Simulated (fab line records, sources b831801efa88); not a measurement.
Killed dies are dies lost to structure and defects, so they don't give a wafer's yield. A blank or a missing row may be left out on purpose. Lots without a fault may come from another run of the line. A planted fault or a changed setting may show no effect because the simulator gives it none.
A struck lot beside a sound one | flow sfq_line | 13 steps out of a route of 325
Sound: wafers L346.2, L346.4, L346.6. Struck: wafers L351.1, L351.5, L351.6. The cause comes at the end.
At each step with rows: each side's tool, then ch and its chambers, then its first start. Under that, the readings that differ: sound wafers | struck wafers | difference of the means | sigmas: that difference in standard deviations of wafers without a fault.
alike: readings whose means differ by less than 2 such deviations, and words and numbers that are the same on both sides. not compared: withheld readings, readings that some wafer has no value for, bounds like >300 that may hide the same value, and numbers for which the record gives no deviation and whose values overlap.
The two part at a step that has a row with sigmas, a row that says differs or no value, or rows on one side only. Numbers that don't overlap but have no deviation are shown without sigmas and don't part them. A reading that every wafer of one side lacks parts them only if that side has two wafers or more.

first, 1 step without rows for these wafers: SFQ_TRILAYER_M3_DEP_PRE_CLEAN_074 (time 22.5 s).
SFQ_TRILAYER_M3_DEP_SPUTTER_073: material Nb, target thk 200 nm, time 133.3 s.
  sound on pvd_sputter-06, day 35 11:13; struck on pvd_sputter-05, day 40 12:09
  alike: throttle_valve_pct
SFQ_M3_RS_MEAS_919: measures by four-point-probe.
  sound on film_metro-03, day 35 11:20; struck on film_metro-03, day 40 12:14
  alike: M3_NB_RS
then, 6 steps without rows for these wafers: SFQ_TRILAYER_M3_LITHO_COAT_080 (resist thk 62 nm); SFQ_TRILAYER_M3_LITHO_COAT_075 (resist thk 600 nm); SFQ_TRILAYER_M3_LITHO_SOFTBAKE_079; SFQ_TRILAYER_M3_LITHO_EXPOSE_076 (exposes mask M3, target cd 500 nm); SFQ_TRILAYER_M3_LITHO_PEB_078 (peb time 60 s); SFQ_TRILAYER_M3_LITHO_DEVELOP_077 (time 60 s).
-- the record jumps here: 3 days lie between the struck wafers' starts before and after --
SFQ_M3_OVL_MEAS_921:
  sound on overlay-01, day 41 03:11; struck on overlay-02, day 43 08:59
  alike: M3_OVL
SFQ_TRILAYER_M3_BARC_OPEN_METAL_ETCH_100: etches BARC in O2, target depth 125 nm, time 41.7 s.
  sound on rie_metal-02 ch 1, day 41 03:13; struck on rie_metal-02 ch 0,1, day 43 09:01
  alike: bias_w, drypump_motor_current_A, oes_product_au, rf_fwd_power_W
  not compared: rf_hours_counter_h
SFQ_TRILAYER_M3_ETCH_METAL_ETCH_078: etches Nb in Cl2/Ar, stops on SiO2, target depth 240 nm, time 120 s.
  sound on rie_metal-02 ch 1, day 41 03:17; struck on rie_metal-02 ch 0,1, day 43 09:05
  reading    | sound             | struck            | difference | sigmas
  bias_w (W) | 80.09 80.24 79.91 | 76.93 76.70 76.92 | -3.23      | -12
  alike: drypump_motor_current_A, oes_product_au, rf_fwd_power_W
  not compared: rf_hours_counter_h
SFQ_TRILAYER_M3_STRIP_STRIP_079: strips in O2.
  sound on rie_metal-02 ch 1, day 41 03:24; struck on rie_metal-02 ch 0,1, day 43 09:12
  alike: drypump_motor_current_A, oes_product_au
  not compared: rf_hours_counter_h

WHERE THEY PART
Only at SFQ_TRILAYER_M3_ETCH_METAL_ETCH_078, within this record. Later steps at which nothing parts them and some readings are alike: SFQ_TRILAYER_M3_STRIP_STRIP_079.

WHY: what the simulator had put in
Process parameter drift: rie_metal-02, from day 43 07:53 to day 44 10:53, at SFQ_TRILAYER_M3_ETCH_METAL_ETCH_078. Setting bias_w, moved by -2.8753, from 80. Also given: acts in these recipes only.
